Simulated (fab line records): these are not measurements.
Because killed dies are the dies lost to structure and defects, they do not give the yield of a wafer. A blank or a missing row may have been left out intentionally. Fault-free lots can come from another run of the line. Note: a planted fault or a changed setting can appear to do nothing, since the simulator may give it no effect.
2 desks looking at one fault	flow sky130	each desk has only its own numbers; what lay behind them comes last

== AT THE TOOL OWNER'S DESK: pvd-sputter-01 ==
At SKY_VIA4_SPUTTER_17 (material TiN, target thk 20 nm, time 80 s) the tool's own readings: per lot run on this tool, the mean of the sampled wafers that have a number. Any lot whose mean is over 4 standard deviations away from the usual mean is out of limits and marked OUT; that distance is given in the brackets.
Columns: A = throttle-valve-pct at SKY_VIA4_SPUTTER_17, usual 30.5 %
lot	first seen here	A
L727	day 43 17:17	31.3
L726	day 43 18:35	31.2
L731	day 44 12:31	30.8
L734	day 45 15:59	31.2
L735	day 46 00:12	31.2
L747	day 49 01:14	31.1
Result from this desk: across the 6 lots, nothing is out of limits.

== FROM THE METROLOGY DESK ==
Lot by lot, what the gauges showed, no matter which tool ran the lot: averages of those sampled wafers that carry a number. Any lot whose mean is over 4 standard deviations away from the usual mean is out of limits and marked OUT; that distance is given in the brackets.
Columns: A = PASSIVATION_CVD_00_THK at SKY_PASSIVATION_THK_MEAS_01, usual 90.1 nm; B = PAD_OPEN_BOW at SKY_PAD_OPEN_BOW_MEAS_13, usual 45 um
lot	first seen here	A	B
L724	day 43 14:47	90.9	42
L725	day 44 15:07	88.8	37
L727	day 44 17:04	91.2	55
L726	day 44 19:29	91.9	49
L728	day 45 02:31	88.3	35
L729	day 45 03:49	90.4	49
L731	day 45 11:33	90.0	47
L734	day 46 14:47	92.0	52
L735	day 46 23:26	88.6	45
L743	day 48 16:47	88.1	42
L746	day 49 17:13	88.8	54
L747	day 49 19:31	88.6	49
Result from this desk: across the 12 lots, nothing is out of limits.

== PUT TOGETHER ==
Nothing out of limits was seen by the tool owner's desk.
From the metrology desk's view, nothing was out of limits.

== WHAT THE SIMULATOR HAD PUT IN ==
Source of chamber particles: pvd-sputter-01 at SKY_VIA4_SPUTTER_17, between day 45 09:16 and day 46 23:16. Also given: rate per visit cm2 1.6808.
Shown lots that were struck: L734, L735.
